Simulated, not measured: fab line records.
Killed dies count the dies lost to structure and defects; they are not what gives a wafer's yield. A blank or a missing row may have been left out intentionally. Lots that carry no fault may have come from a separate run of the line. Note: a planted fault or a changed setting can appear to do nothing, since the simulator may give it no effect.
Which of the tools did it? + flow sky130 + 30 wafers from 10 lots sampled at 3 of the route's 708 steps

WHAT THE GAUGES READ, wafer by wafer
SKY_CAPM_RS_MEAS_03: measurement is done with a four-point probe.
| lot  | measured     | on           | CAPM_TIN_RS (ohm/sq) |
|------|--------------|--------------|----------------------|
| L658 | day 38 02:50 | filmMetro-01 | 6.97 6.94 6.96       |
| L659 | day 38 14:31 | filmMetro-02 | 6.90 6.84 6.95       |
| L660 | day 38 18:42 | filmMetro-04 | 6.97 6.90 6.95       |
| L661 | day 39 03:57 | filmMetro-04 | 6.99 6.94 7.02       |
| L664 | day 40 06:10 | filmMetro-02 | 6.87 6.85 6.91       |
| L666 | day 40 18:47 | filmMetro-01 | 7.55 6.74 7.53       |
| L667 | day 41 00:56 | filmMetro-04 | 6.82 7.70 6.94       |
| L672 | day 42 10:00 | filmMetro-01 | 6.75 6.88 6.76       |
| L673 | day 42 10:10 | filmMetro-01 | 6.93 6.87 6.92       |
| L675 | day 43 03:33 | filmMetro-02 | 6.96 6.88 6.88       |

TOOL THAT RAN EACH LOT (tool first, then ch and the chambers of the sampled wafers, then the start)
| lot  | SKY_METAL2_DESCUM_17             | SKY_CAPM_SPUTTER_02         |
|------|----------------------------------|-----------------------------|
| L658 | rieMetal-02 ch 0, day 36 21:04   | pvdSputter-04, day 38 02:44 |
| L659 | rieMetal-01 ch 0,1, day 37 10:25 | pvdSputter-03, day 38 14:23 |
| L660 | rieMetal-03 ch 0,1, day 37 14:04 | pvdSputter-03, day 38 18:34 |
| L661 | rieMetal-01 ch 0,1, day 37 23:52 | pvdSputter-02, day 39 03:50 |
| L664 | rieMetal-02 ch 0,1, day 39 02:25 | pvdSputter-04, day 40 06:04 |
| L666 | rieMetal-03 ch 0,1, day 39 15:31 | pvdSputter-03, day 40 18:40 |
| L667 | rieMetal-01 ch 0,1, day 39 21:49 | pvdSputter-03, day 41 00:49 |
| L672 | rieMetal-02 ch 0,1, day 41 06:07 | pvdSputter-02, day 42 09:52 |
| L673 | rieMetal-01 ch 0, day 41 06:28   | pvdSputter-04, day 42 09:59 |
| L675 | rieMetal-02 ch 0,1, day 42 01:31 | pvdSputter-04, day 43 03:26 |
- SKY_METAL2_DESCUM_17: chemistry O2, time 8 s.
- SKY_CAPM_SPUTTER_02: material TiN, target thk 200 nm, time 166.7 s.

THE ANSWER, worked out from the rows above alone
Rule: the usual values come from the lots themselves. Put in order of their means at a reading, lots are off if they are a third of the lots or fewer, leave a main group of 4 or more, and stand apart from it by a gap of 3 or more times the standard deviation of the main group's means; of several such gaps the widest counts. A main group whose means are all the same, to the digits that the tables above print for the reading, isn't used. Also off: a lot with no number at a reading for which 4 or more lots have one. Any other lot the step has rows for is counted as sound.
Off: L666, L667, at SKY_CAPM_RS_MEAS_03 (CAPM_TIN_RS). The main group: mean 6.91 ohm/sq, standard deviation 0.053.
If a tool, at a process step before that reading, ran all the lots that are off and no sound lot after the first of them, it fits. Those tools and the gauges at SKY_CAPM_RS_MEAS_03 are tried in the same way. One fits: SKY_CAPM_SPUTTER_02 on pvdSputter-03. Its last sound lot is L660 (day 38 18:34), its first lot that is off L666 (day 40 18:40): a fault that began between those two fits.

WHAT WAS PUT IN BY THE SIMULATOR
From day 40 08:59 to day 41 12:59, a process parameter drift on pvdSputter-03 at SKY_CAPM_SPUTTER_02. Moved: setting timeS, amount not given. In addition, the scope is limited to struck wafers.
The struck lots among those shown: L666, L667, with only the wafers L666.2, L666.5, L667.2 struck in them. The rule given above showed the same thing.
